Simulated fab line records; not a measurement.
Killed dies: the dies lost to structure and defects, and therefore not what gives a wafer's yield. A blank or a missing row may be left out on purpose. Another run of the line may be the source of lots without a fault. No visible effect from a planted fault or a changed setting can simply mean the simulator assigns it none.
Which tool did it? | flow gf180mcu | 30 wafers from 10 lots sampled at 6 of the route's 602 steps

== WHAT EACH GAUGE READ, for each wafer ==
GF_M4_RS_MEAS_05: measurement is done with a four-point probe.
lot  | measured     | on            | M4_ALCU_RS (ohm/sq)
L468 | day 23 20:19 | film metro-04 | 0.0686 0.0690 0.0694
L469 | day 24 06:40 | film metro-03 | 0.0693 0.0699 0.0689
L470 | day 24 14:16 | film metro-04 | 0.0695 0.0693 0.0693
L477 | day 26 19:55 | film metro-04 | 0.0763 0.0757 0.0748
L479 | day 27 09:34 | film metro-04 | 0.0750 0.0755 0.0746
L482 | day 28 10:17 | film metro-03 | 0.0695 0.0695 0.0707
L483 | day 28 19:56 | film metro-04 | 0.0696 0.0692 0.0698
L484 | day 29 05:49 | film metro-04 | 0.0699 0.0694 0.0698
L485 | day 29 08:43 | film metro-04 | 0.0695 0.0708 0.0701
L488 | day 30 06:56 | film metro-03 | 0.0685 0.0699 0.0704

GF_M4_THK_MEAS_06: measures by xrf.
lot  | measured     | on            | M4_ALCU_THK (nm)
L468 | day 23 20:24 | film metro-04 | 452 449 447
L469 | day 24 06:46 | film metro-03 | 453 450 456
L470 | day 24 14:23 | film metro-04 | 447 448 446
L477 | day 26 20:02 | film metro-04 | 410 415 417
L479 | day 27 09:41 | film metro-04 | 416 414 417
L482 | day 28 10:24 | film metro-03 | 452 453 446
L483 | day 28 20:02 | film metro-04 | 445 448 447
L484 | day 29 05:56 | film metro-04 | 446 448 443
L485 | day 29 08:50 | film metro-04 | 447 440 446
L488 | day 30 07:03 | film metro-03 | 459 448 448

== TOOL THAT RAN EACH LOT (tool first, then ch and the chambers of the sampled wafers, then the start) ==
lot  | GF_V3_CVD_02                    | GF_M4_SPUTTER_00             | GF_M4_SPUTTER_01             | GF_M4_SPUTTER_02
L468 | pecvd-01 ch 0,2, day 22 18:38   | pvd sputter-03, day 23 20:02 | pvd sputter-03, day 23 20:08 | pvd sputter-03, day 23 20:10
L469 | pecvd-04 ch 0,1,2, day 23 04:58 | pvd sputter-03, day 24 06:25 | pvd sputter-03, day 24 06:31 | pvd sputter-03, day 24 06:33
L470 | pecvd-02 ch 0,1,2, day 23 13:29 | pvd sputter-03, day 24 14:02 | pvd sputter-03, day 24 14:08 | pvd sputter-03, day 24 14:10
L477 | pecvd-04 ch 1,2, day 25 20:22   | pvd sputter-03, day 26 19:42 | pvd sputter-03, day 26 19:48 | pvd sputter-03, day 26 19:50
L479 | pecvd-02 ch 0,1, day 26 11:01   | pvd sputter-03, day 27 09:20 | pvd sputter-03, day 27 09:26 | pvd sputter-03, day 27 09:28
L482 | pecvd-04 ch 0,1, day 27 11:47   | pvd sputter-01, day 28 10:03 | pvd sputter-01, day 28 10:09 | pvd sputter-01, day 28 10:11
L483 | pecvd-01 ch 0,1, day 27 21:32   | pvd sputter-04, day 28 19:41 | pvd sputter-04, day 28 19:47 | pvd sputter-04, day 28 19:49
L484 | pecvd-01 ch 1,2, day 28 07:50   | pvd sputter-04, day 29 05:36 | pvd sputter-04, day 29 05:42 | pvd sputter-04, day 29 05:44
L485 | pecvd-01 ch 0,1, day 28 10:25   | pvd sputter-01, day 29 08:29 | pvd sputter-01, day 29 08:35 | pvd sputter-01, day 29 08:37
L488 | pecvd-01 ch 1,2, day 29 09:37   | pvd sputter-01, day 30 06:42 | pvd sputter-01, day 30 06:48 | pvd sputter-01, day 30 06:50
- GF_V3_CVD_02: deposits SiO2 from TEOS, target thk 850 nm, time 94.851 s.
- GF_M4_SPUTTER_00: material Ti, target thk 37.5 nm, time 150 s.
- GF_M4_SPUTTER_01: material TiN, target thk 30 nm, time 25 s.
- GF_M4_SPUTTER_02: material AlCu, target thk 450 nm, time 23.9 s.

== AS READ BY THE TOOLS THEMSELVES (means over the sampled wafers that have a number; for cases with no such wafer, the mark the record gives instead) ==
GF_V3_CVD_02.
lot  | tool     | heater power w (W)
L468 | pecvd-01 | 600
L469 | pecvd-04 | 557
L470 | pecvd-02 | 576
L477 | pecvd-04 | 646
L479 | pecvd-02 | 544
L482 | pecvd-04 | 552
L483 | pecvd-01 | 669
L484 | pecvd-01 | 604
L485 | pecvd-01 | 654
L488 | pecvd-01 | 606

GF_M4_SPUTTER_00.
lot  | tool           | chamber pressure pa (Pa) | throttle valve pct (%)
L468 | pvd sputter-03 | 2.002                    | 30.7
L469 | pvd sputter-03 | 1.999                    | 30.7
L470 | pvd sputter-03 | 2.002                    | 29.2
L477 | pvd sputter-03 | 2.000                    | 30.6
L479 | pvd sputter-03 | 2.003                    | 30.9
L482 | pvd sputter-01 | 2.005                    | 30.4
L483 | pvd sputter-04 | 2.000                    | 30.6
L484 | pvd sputter-04 | 2.000                    | 30.0
L485 | pvd sputter-01 | 1.997                    | 30.4
L488 | pvd sputter-01 | 2.003                    | 30.8

GF_M4_SPUTTER_01.
lot  | tool           | chamber pressure pa (Pa) | throttle valve pct (%)
L468 | pvd sputter-03 | 0.4002                   | 30.8
L469 | pvd sputter-03 | 0.3999                   | 30.8
L470 | pvd sputter-03 | 0.4006                   | 29.3
L477 | pvd sputter-03 | 0.4006                   | 30.6
L479 | pvd sputter-03 | 0.3995                   | 30.8
L482 | pvd sputter-01 | 0.4006                   | 30.5
L483 | pvd sputter-04 | 0.3998                   | 30.5
L484 | pvd sputter-04 | 0.4005                   | 30.0
L485 | pvd sputter-01 | 0.4006                   | 30.4
L488 | pvd sputter-01 | 0.4002                   | 30.8

GF_M4_SPUTTER_02.
lot  | tool           | chamber pressure pa (Pa) | throttle valve pct (%)
L468 | pvd sputter-03 | 0.3986                   | 30.7
L469 | pvd sputter-03 | 0.3996                   | 30.7
L470 | pvd sputter-03 | 0.4001                   | 29.3
L477 | pvd sputter-03 | 0.5610                   | 25.9
L479 | pvd sputter-03 | 0.5621                   | 25.8
L482 | pvd sputter-01 | 0.4003                   | 30.5
L483 | pvd sputter-04 | 0.3993                   | 30.5
L484 | pvd sputter-04 | 0.3996                   | 30.1
L485 | pvd sputter-01 | 0.4001                   | 30.4
L488 | pvd sputter-01 | 0.3998                   | 30.9

== THE ANSWER, worked out from the rows above alone ==
Rule: usual is defined by the lots themselves. Put in order of their means at a reading, lots are off if they are a third of the lots or fewer, leave a main group of 4 or more, and stand apart from it by a gap of 3 or more times the standard deviation of the main group's means; of several such gaps the widest counts. A main group is skipped when, at the precision printed for the reading in the tables above, its means are all equal. A lot without any number at a reading at which 4 lots or more have one is off too. Any other lot the step has rows for is counted as sound. Order of review: gauges by route order, followed by the tools' own readings, for which a lot's mean as printed above is used. At the first step where some lot is off, the reading lying furthest off is the one used; lots without a number count as furthest.
Off: L477, L479, seen at GF_M4_RS_MEAS_05 (M4_ALCU_RS). Mean 0.0696 ohm/sq and standard deviation 0.00033 in the main group.
A tool fits if, at a process step before that reading, it ran every lot that is off, and no sound lot after the first of them. Not tried: the gauges at GF_M4_RS_MEAS_05; whatever is off there is also off at GF_M4_SPUTTER_02, on other tools, and gauge error can't account for it. One candidate fits, namely pvd sputter-03 at GF_M4_SPUTTER_00 and GF_M4_SPUTTER_01 and GF_M4_SPUTTER_02. At GF_M4_SPUTTER_00 its last sound lot is L470 (day 24 14:02), its first lot that is off L477 (day 26 19:42): a fault that began between those two fits.

== WHAT HAD BEEN PUT IN BY THE SIMULATOR ==
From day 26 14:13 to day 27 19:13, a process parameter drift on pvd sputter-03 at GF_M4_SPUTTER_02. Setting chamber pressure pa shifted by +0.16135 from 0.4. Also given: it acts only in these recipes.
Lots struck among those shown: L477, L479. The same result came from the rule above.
